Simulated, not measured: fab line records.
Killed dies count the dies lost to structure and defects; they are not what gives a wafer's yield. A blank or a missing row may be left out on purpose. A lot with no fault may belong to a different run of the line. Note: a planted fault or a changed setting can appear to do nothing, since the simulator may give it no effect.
fab line records -- flow sky130
record: lots: 6, wafers: 18, lastDay: 50
route steps=708 shown SD_P@327 RES_XHIGH@332 SD_N@343
lots with no fault: from the same line, run without faults
startH: hours from the record's opening day to when the first of the lot's shown wafers began -- waitH: hours since the lot's step before -- " same as the row above -- L1.1+2: a single row standing in for several wafers -- - value missing, or start not given -- * or withheld: withheld -- < > ~ a bound
route shown NAME@n: names a module that has steps shown in the file, with the first one's number in the route -- usual: mean/standard deviation taken from wafers without a fault -- same: alike in all rows -- chamber/n: place in a boat -- sites: per-site readings -- _std_site: how widely they spread, as a standard deviation -- _edge_site: outer sites' mean less inner sites' -- radiusMm: how far each site lies from the wafer's centre -- mask NAME#n: copy n -- behind: the most recent tool/chamber to have shaped the wafer -- hold: the reason the lot was held/the length of the hold in hours/how it ended -- device: whichever transistor did not switch (one of n, p or np) -- end of line: tests of these same wafers at the route's end -- where a step has no rows: the recipe by itself -- killed: dies that structure and defects cost at the first sort, which is not the same as the wafer's yield -- map: shows each die of a wafer: x if killed, . if not, _ if none is there
set.NAME: the setting that was run; set.NAME@STEP: the one run at that earlier step -- model.NAME: the simulator's own value behind a step, which no gauge read
lots seen at some steps along the route; tables by step, rows by wafer
services: when a tool's chamber went out of use (startH, in hours from the record's first day, below 0 if earlier), for how many hours, and the reason
== steps ==
step: SKY_SD_P_CD_MEAS_07
recipe: targetCdNm: 380
usual: cdNm: 380.2/1.8
lot.wafer,tool,chamber,startH,waitH,cdNm
L626.1,cdSem-02,-,608.24,0.1,381.9
L626.4,cdSem-02,-,608.24,0.1,384.9
L626.5,cdSem-02,-,608.24,0.1,381.8
L630.1,cdSem-01,-,640.83,0.1,381.0
L630.2,cdSem-01,-,640.83,0.1,380.6
L630.3,cdSem-01,-,640.83,0.1,383.1
L643.2,cdSem-01,-,755.50,0.1,380.3
L643.3,cdSem-01,-,755.50,0.1,380.5
L643.4,cdSem-01,-,755.50,0.1,379.8
L645.2,cdSem-01,-,763.51,0.1,379.2
L645.3,cdSem-01,-,763.51,0.1,378.6
L645.5,cdSem-01,-,763.51,0.1,379.3
L646.1,cdSem-01,-,767.64,0.1,378.0
L646.2,cdSem-01,-,767.64,0.1,380.5
L646.3,cdSem-01,-,767.64,0.1,380.2
L647.1,cdSem-02,-,774.28,0.1,378.0
L647.2,cdSem-02,-,774.28,0.1,380.3
L647.3,cdSem-02,-,774.28,0.1,378.3
step: SKY_SD_P_OVL_MEAS_08
usual: SD_P_OVL: -0.2/1.3
lot.wafer,tool,chamber,startH,waitH,SD_P_OVL[nm]
L626.1,overlay-02,-,608.36,0.1,-1.0
L626.4,overlay-02,-,608.36,0.1,-1.3
L626.5,overlay-02,-,608.36,0.1,0.8
L630.1,overlay-01,-,640.95,0.1,1.0
L630.2,overlay-01,-,640.95,0.1,0.2
L630.3,overlay-01,-,640.95,0.1,-0.1
L643.2,overlay-01,-,755.61,0.1,1.0
L643.3,overlay-01,-,755.61,0.1,1.1
L643.4,overlay-01,-,755.61,0.1,0.5
L645.2,overlay-01,-,763.61,0.1,0.9
L645.3,overlay-01,-,763.61,0.1,1.2
L645.5,overlay-01,-,763.61,0.1,0.1
L646.1,overlay-01,-,767.76,0.1,0.7
L646.2,overlay-01,-,767.76,0.1,-2.1
L646.3,overlay-01,-,767.76,0.1,-1.3
L647.1,overlay-01,-,774.40,0.1,-1.8
L647.2,overlay-01,-,774.40,0.1,-1.4
L647.3,overlay-01,-,774.40,0.1,-0.7
step: SKY_SD_P_IMPLANT_09
recipe: species: BF2, energyKev: 20, doseCm2: 3e+15, tiltDeg: 0
step: SKY_SD_P_STRIP_10
recipe: chemistry: O2/N2, powerW: 1400, pressureMtorr: 1500, platenTempC: withheld, o2FlowSccm: 3000, n2FlowSccm: 300, overashFraction: 0.5
usual: drypumpMotorCurrentA: 5.8/0.38, oesProductAu: 0.618/0.0049, stripTimeToEndpointS: 17.48/0.036
same: overashFraction: 0.5
lot.wafer,tool,chamber,startH,waitH,drypumpMotorCurrentA,oesProductAu,rfHoursCounterH,stripTimeToEndpointS
L626.1,plasmaAsher-02,0,608.54,0.1,5.6,0.624,36,17.46
L626.4,plasmaAsher-02,0,608.54,0.1,5.6,0.612,-,17.44
L626.5,plasmaAsher-02,1,608.54,0.1,5.7,0.615,-,17.45
L630.1,plasmaAsher-02,1,641.14,0.1,5.6,0.619,39,17.44
L630.2,plasmaAsher-02,0,641.14,0.1,5.6,0.619,39,17.40
L630.3,plasmaAsher-02,1,641.14,0.1,5.6,0.618,-,17.50
L643.2,plasmaAsher-04,0,755.79,0.1,6.3,0.617,1,17.48
L643.3,plasmaAsher-04,1,755.79,0.1,6.3,0.617,-,17.46
L643.4,plasmaAsher-04,0,755.79,0.1,6.2,0.626,-,17.49
L645.2,plasmaAsher-01,1,763.79,0.1,5.4,0.617,100,17.49
L645.3,plasmaAsher-01,1,763.79,0.1,5.5,0.619,-,17.57
L645.5,plasmaAsher-01,0,763.79,0.1,5.3,0.623,-,17.51
L646.1,plasmaAsher-02,1,767.94,0.1,5.6,0.623,52,17.49
L646.2,plasmaAsher-02,0,767.94,0.1,5.6,0.611,52,17.49
L646.3,plasmaAsher-02,1,767.94,0.1,5.6,0.623,-,17.47
L647.1,plasmaAsher-04,1,774.59,0.1,6.3,0.613,3,17.48
L647.2,plasmaAsher-04,0,774.59,0.1,6.2,0.614,3,17.51
L647.3,plasmaAsher-04,1,774.59,0.1,6.3,0.614,-,17.51
step: SKY_SD_P_TW_MEAS_11
usual: SD_P_TW: 2827/54
lot.wafer,tool,chamber,startH,waitH,SD_P_TW
L626.1,filmMetro-02,-,608.64,0.1,2847
L626.4,filmMetro-02,-,608.64,0.1,2862
L626.5,filmMetro-02,-,608.64,0.1,2862
L630.1,filmMetro-03,-,641.24,0.1,2776
L630.2,filmMetro-03,-,641.24,0.1,2762
L630.3,filmMetro-03,-,641.24,0.1,2772
L643.2,filmMetro-04,-,755.90,0.1,2858
L643.3,filmMetro-04,-,755.90,0.1,2877
L643.4,filmMetro-04,-,755.90,0.1,2876
L645.2,filmMetro-03,-,763.90,0.1,2741
L645.3,filmMetro-03,-,763.90,0.1,2745
L645.5,filmMetro-03,-,763.90,0.1,2734
L646.1,filmMetro-04,-,768.04,0.1,2875
L646.2,filmMetro-04,-,768.04,0.1,2885
L646.3,filmMetro-04,-,768.04,0.1,2879
L647.1,filmMetro-04,-,774.69,0.1,2883
L647.2,filmMetro-04,-,774.69,0.1,2901
L647.3,filmMetro-04,-,774.69,0.1,2886
step: SKY_RES_XHIGH_DEHYDRATE_00
recipe: tempC: 200, timeS: 60
step: SKY_RES_XHIGH_HMDS_01
recipe: primeTimeS: 60, primeTempC: 120
step: SKY_RES_XHIGH_COAT_02
recipe: resist: NOVOLAK, spinRpm: 3000, resistThkNm: 1140
step: SKY_RES_XHIGH_SOFTBAKE_03
recipe: tempC: 90, timeS: 60, resist: NOVOLAK
step: SKY_RES_XHIGH_EXPOSE_04
recipe: maskId: URPM, na: 0.6, sourceShape: conventional, sigmaOuter: 0.6, polarization: unpolarized, targetCdNm: 1270, doseMj: 140
step: SKY_RES_XHIGH_PEB_05
recipe: tempC: withheld, timeS: *, resist: NOVOLAK
step: SKY_RES_XHIGH_DEVELOP_06
recipe: resist: NOVOLAK, developer: TMAH, developTimeS: 60, devTempC: 23
step: SKY_RES_XHIGH_IMPLANT_07
recipe: species: BF2, energyKev: 20, doseCm2: 3.6e+14, tiltDeg: 0
usual: beamOnS: 37.4/2.8, doseIonsCm2: 3.6e+14/3.8e+11
lot.wafer,tool,chamber,startH,waitH,beamOnS,doseIonsCm2
L626.1,implanter-03,0,637.64,0.1,40.6,3.598e+14
L626.4,implanter-03,0,637.64,0.1,40.6,3.605e+14
L626.5,implanter-03,0,637.64,0.1,40.6,3.603e+14
L630.1,implanter-01,0,669.95,0.1,39.2,3.603e+14
L630.2,implanter-01,0,669.95,0.1,38.6,3.607e+14
L630.3,implanter-01,0,669.95,0.1,39.4,3.607e+14
L643.2,implanter-01,0,782.98,0.1,30.9,2.883e+14
L643.3,implanter-01,0,782.98,0.1,31.5,2.885e+14
L643.4,implanter-01,0,782.98,0.1,31.6,2.882e+14
L645.2,implanter-01,0,790.48,0.1,30.8,2.873e+14
L645.3,implanter-01,0,790.48,0.1,30.3,2.883e+14
L645.5,implanter-01,0,790.48,0.1,31.3,2.883e+14
L646.1,implanter-02,0,794.80,0.1,33.8,3.6e+14
L646.2,implanter-02,0,794.80,0.1,33.4,3.599e+14
L646.3,implanter-02,0,794.80,0.1,33.5,3.6e+14
L647.1,implanter-03,0,800.58,0.1,41.5,3.602e+14
L647.2,implanter-03,0,800.58,0.1,40.4,3.598e+14
L647.3,implanter-03,0,800.58,0.1,40.4,3.601e+14
step: SKY_RES_XHIGH_STRIP_08
recipe: chemistry: O2/N2, powerW: 1400, pressureMtorr: 1500, platenTempC: withheld, o2FlowSccm: 3000, n2FlowSccm: 300, overashFraction: 0.5
usual: drypumpMotorCurrentA: 6.0/0.36, oesProductAu: 0.711/0.0042, stripTimeToEndpointS: 14.26/0.041
same: overashFraction: 0.5
lot.wafer,tool,chamber,startH,waitH,drypumpMotorCurrentA,oesProductAu,rfHoursCounterH,stripTimeToEndpointS
L626.1,plasmaAsher-04,1,637.79,0.1,6.3,0.700,97,14.31
L626.4,plasmaAsher-04,1,637.79,0.1,6.3,0.714,-,14.32
L626.5,plasmaAsher-04,0,637.79,0.1,6.2,0.713,-,14.28
L630.1,plasmaAsher-03,1,670.10,0.1,6.6,0.708,24,14.23
L630.2,plasmaAsher-03,0,670.10,0.1,5.8,0.707,24,14.23
L630.3,plasmaAsher-03,0,670.10,0.1,5.7,0.707,-,14.23
L643.2,plasmaAsher-02,0,783.10,0.1,5.6,0.711,53,14.14
L643.3,plasmaAsher-02,0,783.10,0.1,5.6,0.712,-,14.11
L643.4,plasmaAsher-02,1,783.10,0.1,5.7,0.714,-,14.12
L645.2,plasmaAsher-04,0,790.60,0.1,6.2,0.715,5,14.18
L645.3,plasmaAsher-04,1,790.60,0.1,6.3,0.711,-,14.19
L645.5,plasmaAsher-04,1,790.60,0.1,6.3,0.715,-,14.13
L646.1,plasmaAsher-03,1,794.95,0.1,6.7,0.715,36,14.24
L646.2,plasmaAsher-03,0,794.95,0.1,5.7,0.713,36,14.21
L646.3,plasmaAsher-03,0,794.95,0.1,5.7,0.709,-,14.19
L647.1,plasmaAsher-04,0,800.73,0.1,6.3,0.705,6,14.28
L647.2,plasmaAsher-04,1,800.73,0.1,6.3,0.708,6,14.30
L647.3,plasmaAsher-04,1,800.73,0.1,6.3,0.712,-,14.25
step: SKY_RES_XHIGH_TW_MEAS_09
usual: RES_XHIGH_TW: 1637/31
lot.wafer,tool,chamber,startH,waitH,hold,RES_XHIGH_TW
L626.1,filmMetro-03,-,637.89,0.1,-,1609
L626.4,filmMetro-03,-,637.89,0.1,-,1600
L626.5,filmMetro-03,-,637.89,0.1,-,1604
L630.1,filmMetro-03,-,670.20,0.1,-,1586
L630.2,filmMetro-03,-,670.20,0.1,-,1596
L630.3,filmMetro-03,-,670.20,0.1,-,1593
L643.2,filmMetro-03,-,783.21,0.1,awaitDispo/0.2h/release,1505
L643.3,filmMetro-03,-,783.21,0.1,awaitDispo/0.2h/release,1509
L643.4,filmMetro-03,-,783.21,0.1,awaitDispo/0.2h/release,1510
L643.2,filmMetro-03,-,783.44,0.2,-,1512
L643.3,filmMetro-03,-,783.44,0.2,-,1508
L643.4,filmMetro-03,-,783.44,0.2,-,1511
L645.2,filmMetro-04,-,790.71,0.1,-,1550
L645.3,filmMetro-04,-,790.71,0.1,-,1562
L645.5,filmMetro-04,-,790.71,0.1,-,1569
L646.1,filmMetro-02,-,795.05,0.1,-,1633
L646.2,filmMetro-02,-,795.05,0.1,-,1645
L646.3,filmMetro-02,-,795.05,0.1,-,1659
L647.1,filmMetro-04,-,800.83,0.1,-,1665
L647.2,filmMetro-04,-,800.83,0.1,-,1668
L647.3,filmMetro-04,-,800.83,0.1,-,1671
step: SKY_SD_N_HMDS_01
recipe: primeTimeS: 60, primeTempC: 120
step: SKY_SD_N_COAT_02
recipe: resist: NOVOLAK, spinRpm: 3000, resistThkNm: 1124
step: SKY_SD_N_SOFTBAKE_03
recipe: tempC: 90, timeS: 60, resist: NOVOLAK
step: SKY_SD_N_EXPOSE_04
recipe: maskId: NSDM, na: 0.6, sourceShape: conventional, sigmaOuter: 0.6, polarization: unpolarized, targetCdNm: 380, doseMj: 141
step: SKY_SD_N_PEB_05
recipe: tempC: withheld, timeS: *, resist: NOVOLAK
step: SKY_SD_N_DEVELOP_06
recipe: resist: NOVOLAK, developer: TMAH, developTimeS: 60, devTempC: 23
step: SKY_SD_N_CD_MEAS_07
recipe: targetCdNm: 380
usual: cdNm: 380.1/2
lot.wafer,tool,chamber,startH,waitH,cdNm
L626.1,cdSem-01,-,665.75,0.1,378.6
L626.4,cdSem-01,-,665.75,0.1,379.3
L626.5,cdSem-01,-,665.75,0.1,379.4
L630.1,cdSem-02,-,698.54,0.1,378.3
L630.2,cdSem-02,-,698.54,0.1,377.7
L630.3,cdSem-02,-,698.54,0.1,376.5
L643.2,cdSem-02,-,809.41,0.1,381.6
L643.3,cdSem-02,-,809.41,0.1,383.4
L643.4,cdSem-02,-,809.41,0.1,381.5
L645.2,cdSem-01,-,816.92,0.1,381.0
L645.3,cdSem-01,-,816.92,0.1,380.8
L645.5,cdSem-01,-,816.92,0.1,379.7
L646.1,cdSem-01,-,821.19,0.1,377.6
L646.2,cdSem-01,-,821.19,0.1,377.1
L646.3,cdSem-01,-,821.19,0.1,378.8
L647.1,cdSem-02,-,826.99,0.1,380.6
L647.2,cdSem-02,-,826.99,0.1,381.1
L647.3,cdSem-02,-,826.99,0.1,379.4
step: SKY_SD_N_OVL_MEAS_08
usual: SD_N_OVL: -0.1/1.3
lot.wafer,tool,chamber,startH,waitH,SD_N_OVL[nm]
L626.1,overlay-02,-,665.87,0.1,0.6
L626.4,overlay-02,-,665.87,0.1,-1.0
L626.5,overlay-02,-,665.87,0.1,0.1
L630.1,overlay-02,-,698.66,0.1,-0.2
L630.2,overlay-02,-,698.66,0.1,0.4
L630.3,overlay-02,-,698.66,0.1,-0.4
L643.2,overlay-01,-,809.51,0.1,0.6
L643.3,overlay-01,-,809.51,0.1,1.4
L643.4,overlay-01,-,809.51,0.1,-0.9
L645.2,overlay-02,-,817.03,0.1,-1.0
L645.3,overlay-02,-,817.03,0.1,0.9
L645.5,overlay-02,-,817.03,0.1,-0.6
L646.1,overlay-02,-,821.31,0.1,-0.4
L646.2,overlay-02,-,821.31,0.1,0.7
L646.3,overlay-02,-,821.31,0.1,-1.9
L647.1,overlay-02,-,827.11,0.1,-0.4
L647.2,overlay-02,-,827.11,0.1,-0.1
L647.3,overlay-02,-,827.11,0.1,-0.5
step: SKY_SD_N_IMPLANT_09
recipe: species: As, energyKev: 50, doseCm2: 4e+15, tiltDeg: 0
step: SKY_SD_N_IMPLANT_10
recipe: species: P, energyKev: 20, doseCm2: 1e+14, tiltDeg: 0
step: SKY_SD_N_STRIP_11
recipe: chemistry: O2/N2, powerW: 1400, pressureMtorr: 1500, platenTempC: withheld, o2FlowSccm: 3000, n2FlowSccm: 300, overashFraction: 0.5
usual: drypumpMotorCurrentA: 5.7/0.46, oesProductAu: 0.526/0.0042, stripTimeToEndpointS: 22.36/0.037
same: overashFraction: 0.5
lot.wafer,tool,chamber,startH,waitH,drypumpMotorCurrentA,oesProductAu,rfHoursCounterH,stripTimeToEndpointS
L626.1,plasmaAsher-02,0,666.21,0.1,5.6,0.530,41,22.33
L626.4,plasmaAsher-02,0,666.21,0.1,5.6,0.519,-,22.32
L626.5,plasmaAsher-02,1,666.21,0.1,5.6,0.526,-,22.27
L630.1,plasmaAsher-01,0,698.99,0.1,5.3,0.532,94,22.39
L630.2,plasmaAsher-01,1,698.99,0.1,5.4,0.519,94,22.40
L630.3,plasmaAsher-01,1,698.99,0.1,5.4,0.520,-,22.38
L643.2,plasmaAsher-03,1,809.84,0.1,6.7,0.532,37,22.42
L643.3,plasmaAsher-03,1,809.84,0.1,6.7,0.527,-,22.34
L643.4,plasmaAsher-03,0,809.84,0.1,5.7,0.530,-,22.36
L645.2,plasmaAsher-03,1,817.36,0.1,6.7,0.530,38,22.37
L645.3,plasmaAsher-03,0,817.36,0.1,5.7,0.526,-,22.38
L645.5,plasmaAsher-03,0,817.36,0.1,5.7,0.528,-,22.33
L646.1,plasmaAsher-02,0,821.64,0.1,5.6,0.528,56,22.36
L646.2,plasmaAsher-02,1,821.64,0.1,5.6,0.527,56,22.40
L646.3,plasmaAsher-02,0,821.64,0.1,5.6,0.532,-,22.39
L647.1,plasmaAsher-01,0,827.44,0.1,5.3,0.529,106,22.31
L647.2,plasmaAsher-01,1,827.44,0.1,5.4,0.525,106,22.37
L647.3,plasmaAsher-01,1,827.44,0.1,5.4,0.528,-,22.30
step: SKY_SD_N_TW_MEAS_12
usual: SD_N_TW: 3976/69
lot.wafer,tool,chamber,startH,waitH,SD_N_TW
L626.1,filmMetro-03,-,666.31,0.1,3838
L626.4,filmMetro-03,-,666.31,0.1,3859
L626.5,filmMetro-03,-,666.31,0.1,3852
L630.1,filmMetro-03,-,699.09,0.1,3930
L630.2,filmMetro-03,-,699.09,0.1,3935
L630.3,filmMetro-03,-,699.09,0.1,3930
L643.2,filmMetro-02,-,809.95,0.1,4026
L643.3,filmMetro-02,-,809.95,0.1,4046
L643.4,filmMetro-02,-,809.95,0.1,4010
L645.2,filmMetro-02,-,817.47,0.1,3990
L645.3,filmMetro-02,-,817.47,0.1,3982
L645.5,filmMetro-02,-,817.47,0.1,3990
L646.1,filmMetro-03,-,821.74,0.1,3905
L646.2,filmMetro-03,-,821.74,0.1,3904
L646.3,filmMetro-03,-,821.74,0.1,3931
L647.1,filmMetro-02,-,827.54,0.1,3980
L647.2,filmMetro-02,-,827.54,0.1,3990
L647.3,filmMetro-02,-,827.54,0.1,3990
step: SKY_SD_N_CLEAN_13
recipe: chemistry: SC1/SC2, mix: 1:4:20, tempC: 70, timeS: 150, dry: n2Spin
step: SKY_SD_N_RTA_14
recipe: tempC: 1075, timeS: 2, idleTempC: 650, rampUpCPerS: 150, rampDownCPerS: 90, ambient: N2
usual: lampPowerPct: 15.74/0.053, wafer_temp_C_max: 1078.1/1.4
lot.wafer,tool,chamber,startH,waitH,lampPowerPct,wafer_temp_C_max
L626.1,rtpAnneal-01,0,666.42,0.0,15.76,1077.5
L626.4,rtpAnneal-01,0,666.42,0.0,15.76,1078.8
L626.5,rtpAnneal-01,0,666.42,0.0,15.80,1078.1
L630.1,rtpAnneal-02,0,699.20,0.0,15.70,1076.6
L630.2,rtpAnneal-02,0,699.20,0.0,15.74,1079.5
L630.3,rtpAnneal-02,0,699.20,0.0,15.75,1078.6
L643.2,rtpAnneal-02,0,810.06,0.0,15.76,1077.6
L643.3,rtpAnneal-02,0,810.06,0.0,15.73,1080.8
L643.4,rtpAnneal-02,0,810.06,0.0,15.82,1078.5
L645.2,rtpAnneal-02,0,817.58,0.0,15.74,1075.2
L645.3,rtpAnneal-02,0,817.58,0.0,15.75,1079.5
L645.5,rtpAnneal-02,0,817.58,0.0,15.88,1076.7
L646.1,rtpAnneal-01,0,821.85,0.0,15.69,1077.5
L646.2,rtpAnneal-01,0,821.85,0.0,15.78,1078.2
L646.3,rtpAnneal-01,0,821.85,0.0,15.68,1076.1
L647.1,rtpAnneal-02,0,827.65,0.0,15.74,1080.3
L647.2,rtpAnneal-02,0,827.65,0.0,15.73,1078.6
L647.3,rtpAnneal-02,0,827.65,0.0,15.77,1075.8
step: SKY_SD_N_RS_MEAS_16
recipe: thkMeasGauge: four-point-probe
usual: SD_N_RS: 68.57/0.13
lot.wafer,tool,chamber,startH,waitH,SD_N_RS[ohm/sq]
L626.1,filmMetro-02,-,666.59,0.1,68.69
L626.4,filmMetro-02,-,666.59,0.1,68.56
L626.5,filmMetro-02,-,666.59,0.1,68.61
L630.1,filmMetro-04,-,699.38,0.1,68.49
L630.2,filmMetro-04,-,699.38,0.1,68.34
L630.3,filmMetro-04,-,699.38,0.1,68.37
L643.2,filmMetro-03,-,810.25,0.1,68.84
L643.3,filmMetro-03,-,810.25,0.1,68.74
L643.4,filmMetro-03,-,810.25,0.1,68.78
L645.2,filmMetro-03,-,817.76,0.1,68.72
L645.3,filmMetro-03,-,817.76,0.1,68.67
L645.5,filmMetro-03,-,817.76,0.1,68.70
L646.1,filmMetro-03,-,822.03,0.1,68.63
L646.2,filmMetro-03,-,822.03,0.1,68.53
L646.3,filmMetro-03,-,822.03,0.1,68.65
L647.1,filmMetro-04,-,827.83,0.1,68.46
L647.2,filmMetro-04,-,827.83,0.1,68.46
L647.3,filmMetro-04,-,827.83,0.1,68.51
step: SKY_SD_N_RS_MEAS_17
recipe: thkMeasGauge: four-point-probe
usual: SD_P_RS: 147.2/0.39
lot.wafer,tool,chamber,startH,waitH,SD_P_RS[ohm/sq]
L626.1,filmMetro-02,-,666.71,0.1,147.3
L626.4,filmMetro-02,-,666.71,0.1,146.8
L626.5,filmMetro-02,-,666.71,0.1,147.2
L630.1,filmMetro-04,-,699.50,0.1,146.4
L630.2,filmMetro-04,-,699.50,0.1,146.1
L630.3,filmMetro-04,-,699.50,0.1,146.5
L643.2,filmMetro-03,-,810.37,0.1,147.6
L643.3,filmMetro-03,-,810.37,0.1,147.2
L643.4,filmMetro-03,-,810.37,0.1,147.3
L645.2,filmMetro-03,-,817.88,0.1,147.7
L645.3,filmMetro-03,-,817.88,0.1,147.7
L645.5,filmMetro-03,-,817.88,0.1,147.7
L646.1,filmMetro-03,-,822.15,0.1,147.3
L646.2,filmMetro-03,-,822.15,0.1,147.5
L646.3,filmMetro-03,-,822.15,0.1,147.5
L647.1,filmMetro-04,-,827.95,0.1,147.0
L647.2,filmMetro-04,-,827.95,0.1,146.7
L647.3,filmMetro-04,-,827.95,0.1,147.1
step: SKY_SD_N_RS_MEAS_18
recipe: thkMeasGauge: four-point-probe
usual: RES_XHIGH_RS: 333.4/1.3
lot.wafer,tool,chamber,startH,waitH,hold,RES_XHIGH_RS[ohm/sq]
L626.1,filmMetro-02,-,666.83,0.1,-,333.6
L626.4,filmMetro-02,-,666.83,0.1,-,333.5
L626.5,filmMetro-02,-,666.83,0.1,-,331.8
L630.1,filmMetro-04,-,699.62,0.1,-,331.8
L630.2,filmMetro-04,-,699.62,0.1,-,332.0
L630.3,filmMetro-04,-,699.62,0.1,-,331.1
L643.2,filmMetro-03,-,810.49,0.1,awaitDispo/0.2h/release,398.2
L643.3,filmMetro-03,-,810.49,0.1,awaitDispo/0.2h/release,397.8
L643.4,filmMetro-03,-,810.49,0.1,awaitDispo/0.2h/release,398.4
L643.2,filmMetro-03,-,810.77,0.3,-,399.2
L643.3,filmMetro-03,-,810.77,0.3,-,396.6
L643.4,filmMetro-03,-,810.77,0.3,-,399.0
L645.2,filmMetro-03,-,818.00,0.1,awaitDispo/0.2h/release,398.7
L645.3,filmMetro-03,-,818.00,0.1,awaitDispo/0.2h/release,396.9
L645.5,filmMetro-03,-,818.00,0.1,awaitDispo/0.2h/release,398.9
L645.2,filmMetro-03,-,818.29,0.3,-,398.8
L645.3,filmMetro-03,-,818.29,0.3,-,397.5
L645.5,filmMetro-03,-,818.29,0.3,-,398.1
L646.1,filmMetro-03,-,822.27,0.1,-,334.5
L646.2,filmMetro-03,-,822.27,0.1,-,333.9
L646.3,filmMetro-03,-,822.27,0.1,-,333.3
L647.1,filmMetro-04,-,828.07,0.1,-,334.5
L647.2,filmMetro-04,-,828.07,0.1,-,335.3
L647.3,filmMetro-04,-,828.07,0.1,-,334.1
== services ==
tool,chamber,startH,hours,kind
plasmaAsher-02,-,586.94,14.6,pm
implanter-02,-,598.28,11.4,repair
plasmaAsher-02,-,601.54,2.8,pm
implanter-03,-,626.22,2.6,repair
implanter-03,-,626.40,1.2,repair
plasmaAsher-03,-,664.79,3.2,repair
rtpAnneal-01,-,676.81,0.7,repair
implanter-01,-,712.60,10.8,pm
implanter-03,-,730.01,3.1,repair
plasmaAsher-04,-,733.75,9.0,pm
plasmaAsher-04,0,733.75,9.0,ventCycle
plasmaAsher-04,1,733.75,9.0,ventCycle
plasmaAsher-04,0,742.75,-,clean
plasmaAsher-04,1,742.75,-,clean
implanter-02,-,751.72,3.5,repair
plasmaAsher-01,-,756.34,2.1,repair
implanter-02,-,770.79,2.7,repair
implanter-02,-,774.19,4.1,repair
implanter-02,-,778.30,4.0,pm
implanter-03,-,784.67,1.8,repair
implanter-03,-,785.43,14.4,repair
implanter-01,-,794.33,4.1,repair
rtpAnneal-02,-,794.87,1.0,pm
plasmaAsher-02,-,817.16,4.3,pm
== key ==
firstSign: step: SKY_RES_XHIGH_IMPLANT_07, reading: doseIonsCm2, direction: down, sigmas: 99+, usual: *, struck: *
effect: step: SKY_RES_XHIGH_IMPLANT_07, reading: beamOnS, direction: down, sigmas: 2.2, usual: 37.4, struck: 31.1
effect: step: SKY_RES_XHIGH_STRIP_08, reading: stripTimeToEndpointS, direction: down, sigmas: 2.7, usual: *, struck: *
effect: step: SKY_RES_XHIGH_TW_MEAS_09, reading: visit, direction: added
effect: step: SKY_SD_N_RS_MEAS_18, reading: visit, direction: added
effect: step: SKY_SD_N_RS_MEAS_18, reading: RES_XHIGH_RS, direction: up, sigmas: 51, usual: 333.4, struck: 398.2
metAt SKY_RES_XHIGH_IMPLANT_07
struckWafers L643.2,L643.3,L643.4,L645.2,L645.3,L645.5
scrappedBehind SKY_SD_N_RS_MEAS_18 L643.2,L643.3,L643.4,L645.2,L645.3,L645.5
onsetBetween 669.95 782.98
fault: kind: processParameterDrift, tool: implanter-01, chamber: -, onsetH: 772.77, steps: SKY_RES_XHIGH_IMPLANT_07, channel: doseCm2, offset: *, shape: step, endH: 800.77, actsIn: *, stated: *
